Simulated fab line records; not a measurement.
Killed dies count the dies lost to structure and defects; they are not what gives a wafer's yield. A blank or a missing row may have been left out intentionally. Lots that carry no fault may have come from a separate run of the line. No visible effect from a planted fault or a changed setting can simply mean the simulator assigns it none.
What tool caused it?	flow gf180mcu	14 lots, 42 wafers sampled, at 5 steps of a route of 602

## WHAT THE GAUGES READ, wafer by wafer
GF_POLY_GATE_THK_MEAS_01. Usual: POLY_GATE_CVD_00_THK gives 200.3 nm (standard deviation 1.7).
lot	measured	on	POLY_GATE_CVD_00_THK (nm)	flag
L690	day 8 12:49	film_metro-03	200.8 201.2 201.6	
L691	day 8 20:22	film_metro-03	202.6 203.9 202.6	
L693	day 9 09:13	film_metro-04	197.2 198.0 198.1	
L699	day 11 00:13	film_metro-03	199.1 198.2 198.4	
L700	day 11 05:32	film_metro-02	201.6 198.2 200.0	
L701	day 11 13:24	film_metro-04	200.3 201.1 200.6	
L705	day 12 17:46	film_metro-03	200.8 201.3 200.1	
L707	day 13 11:59	film_metro-03	202.0 201.8 202.3	
L708	day 13 14:59	film_metro-04	198.7 197.3 198.0	
L709	day 14 00:13	film_metro-04	198.8 198.2 199.4	
L710	day 14 04:31	film_metro-03	200.1 198.9 198.6	
L711	day 14 12:27	film_metro-04	201.8 200.9 201.9	
L712	day 14 18:59	film_metro-02	201.5 202.7 201.3	
L713	day 15 02:19	film_metro-03	200.2 201.8 202.8	

GF_HV_LDD_OVL_MEAS_47. Usual: HV_LDD_03_OVL gives 0.6 nm (standard deviation 1.4).
lot	measured	on	HV_LDD_03_OVL (nm)	flag
L690	day 12 12:32	overlay-01	-2.2 -0.2 -3.1	
L691	day 12 18:08	overlay-02	2.6 2.2 1.7	
L693	day 13 09:46	overlay-01	-0.6 -1.1 -1.2	
L699	day 15 07:17	overlay-01	0.1 0.2 1.7	
L700	day 15 13:53	overlay-02	1.3 2.3 2.0	
L701	day 15 23:08	overlay-02	1.6 1.6 1.6	
L705	day 17 09:02	overlay-02	2.4 0.9 1.1	
L707	day 18 06:13	overlay-02	1.3 0.3 1.5	
L708	day 18 09:35	overlay-01	-1.5 -0.7 0.9	
L709	day 18 19:21	overlay-01	-0.5 0.2 -0.5	
L710	day 19 00:20	overlay-01	-1.0 -0.9 -1.0	
L711	day 19 10:32	overlay-01	4.1 2.0 0.8	
L712	day 19 18:35	overlay-02	0.8 1.1 1.5	
L713	day 20 01:29	overlay-01	0.4 1.0 -1.5	

GF_HV_LDD_TW_MEAS_50. Usual: HV_LDD_4_TW gives 565 (standard deviation 3.8).
lot	measured	on	HV_LDD_4_TW	flag
L690	day 12 12:49	film_metro-03	559 564 559	
L691	day 12 18:25	film_metro-04	566 566 568	
L693	day 13 10:03	film_metro-04	568 566 564	
L699	day 15 07:37	film_metro-04	568 569 569	
L700	day 15 14:10	film_metro-03	541 541 543 540 542 540	OFF
L701	day 15 23:25	film_metro-01	551 551 550 552 553 552	OFF
L705	day 17 09:19	film_metro-03	562 562 563	
L707	day 18 06:31	film_metro-04	567 567 563	
L708	day 18 09:52	film_metro-03	567 565 563	
L709	day 18 19:39	film_metro-03	566 566 564	
L710	day 19 00:38	film_metro-01	568 568 571	
L711	day 19 10:49	film_metro-03	561 563 567	
L712	day 19 18:52	film_metro-03	560 562 568	
L713	day 20 01:46	film_metro-04	563 565 563	

GF_HV_LDD_THK_MEAS_55. Usual: HV_LDD_CVD_54_THK gives 10.02 nm (standard deviation 0.14).
lot	measured	on	HV_LDD_CVD_54_THK (nm)	flag
L690	day 12 14:09	film_metro-03	10.09 9.85 10.01	
L691	day 12 20:15	film_metro-04	10.09 10.11 10.07	
L693	day 13 11:22	film_metro-04	9.95 10.05 10.04	
L699	day 15 08:56	film_metro-03	9.67 9.72 9.83	
L700	day 15 18:56	film_metro-04	9.96 9.82 9.88	
L701	day 16 01:19	film_metro-04	9.75 9.81 9.74	
L705	day 17 10:38	film_metro-01	9.91 9.90 9.85	
L707	day 18 07:50	film_metro-04	10.26 10.17 10.12	
L708	day 18 11:11	film_metro-04	9.90 9.86 10.07	
L709	day 18 21:35	film_metro-03	10.32 10.30 10.27	
L710	day 19 01:57	film_metro-01	10.02 9.80 9.85	
L711	day 19 12:08	film_metro-01	10.23 10.08 10.18	
L712	day 19 20:11	film_metro-04	10.01 10.07 10.19	
L713	day 20 03:05	film_metro-03	10.12 10.01 10.10	

## EACH LOT AND THE TOOL THAT RAN IT (in order: tool; ch and the chambers of the sampled wafers; start)
lot	GF_HV_LDD_IMPLANT_48
L690	implanter-04 ch 0, day 12 12:35
L691	implanter-02 ch 0, day 12 18:11
L693	implanter-02 ch 0, day 13 09:48
L699	implanter-04 ch 0, day 15 07:19
L700	implanter-04 ch 0, day 15 13:56
L701	implanter-04 ch 0, day 15 23:10
L705	implanter-02 ch 0, day 17 09:04
L707	implanter-02 ch 0, day 18 06:17
L708	implanter-01 ch 0, day 18 09:38
L709	implanter-02 ch 0, day 18 19:27
L710	implanter-04 ch 0, day 19 00:23
L711	implanter-01 ch 0, day 19 10:34
L712	implanter-02 ch 0, day 19 18:38
L713	implanter-01 ch 0, day 20 01:33
- GF_HV_LDD_IMPLANT_48

## AS READ BY THE TOOLS THEMSELVES (means over the sampled wafers that have a number; for cases with no such wafer, the mark the record gives instead)
GF_HV_LDD_IMPLANT_48. Usual: beam_energy_keV 24.999, standard deviation 0.0085; beam_on_s 10.00 s, standard deviation 0.2; tilt_deg 7.001 degrees, standard deviation 0.02.
lot	tool	beam_energy_keV	beam_on_s (s)	tilt_deg (degrees)	flag
L690	implanter-04	24.988	10.04	7.023	
L691	implanter-02	25.005	10.21	7.005	
L693	implanter-02	25.001	10.02	6.997	
L699	implanter-04	24.993	9.99	7.016	
L700	implanter-04	21.271	10.01	7.011	OFF
L701	implanter-04	21.264	9.86	6.999	OFF
L705	implanter-02	24.998	9.93	7.007	
L707	implanter-02	24.994	9.99	7.021	
L708	implanter-01	24.997	10.01	6.988	
L709	implanter-02	25.004	10.27	6.971	
L710	implanter-04	25.001	9.91	7.013	
L711	implanter-01	25.001	9.95	7.007	
L712	implanter-02	24.999	10.10	7.012	
L713	implanter-01	24.987	10.01	6.996	

## THE ANSWER, worked out from the rows above alone
Rule: lot off if the mean of its wafers having a number is beyond 3 standard deviations from the usual mean. A lot without any number at a reading at which 4 lots or more have one is off too. Where the step has rows for the other lots, those lots are counted as sound. First the gauges in route order, then the tools' own readings, where a lot's mean is used as printed above. The first step at which some lot is off is used, and at that step the reading that is off furthest; a lot without a number counts as furthest.
Off: at GF_HV_LDD_TW_MEAS_50 (HV_LDD_4_TW), L700, L701.
A tool fits if, at a process step before that reading, it ran every lot that is off, and no sound lot after the first of them. Not tried: the gauges at GF_HV_LDD_TW_MEAS_50; whatever is off there is also off at GF_HV_LDD_IMPLANT_48, on other tools, and gauge error can't account for it. Not one of the candidates tried fits.

## WHAT THE SIMULATOR HAD PUT IN
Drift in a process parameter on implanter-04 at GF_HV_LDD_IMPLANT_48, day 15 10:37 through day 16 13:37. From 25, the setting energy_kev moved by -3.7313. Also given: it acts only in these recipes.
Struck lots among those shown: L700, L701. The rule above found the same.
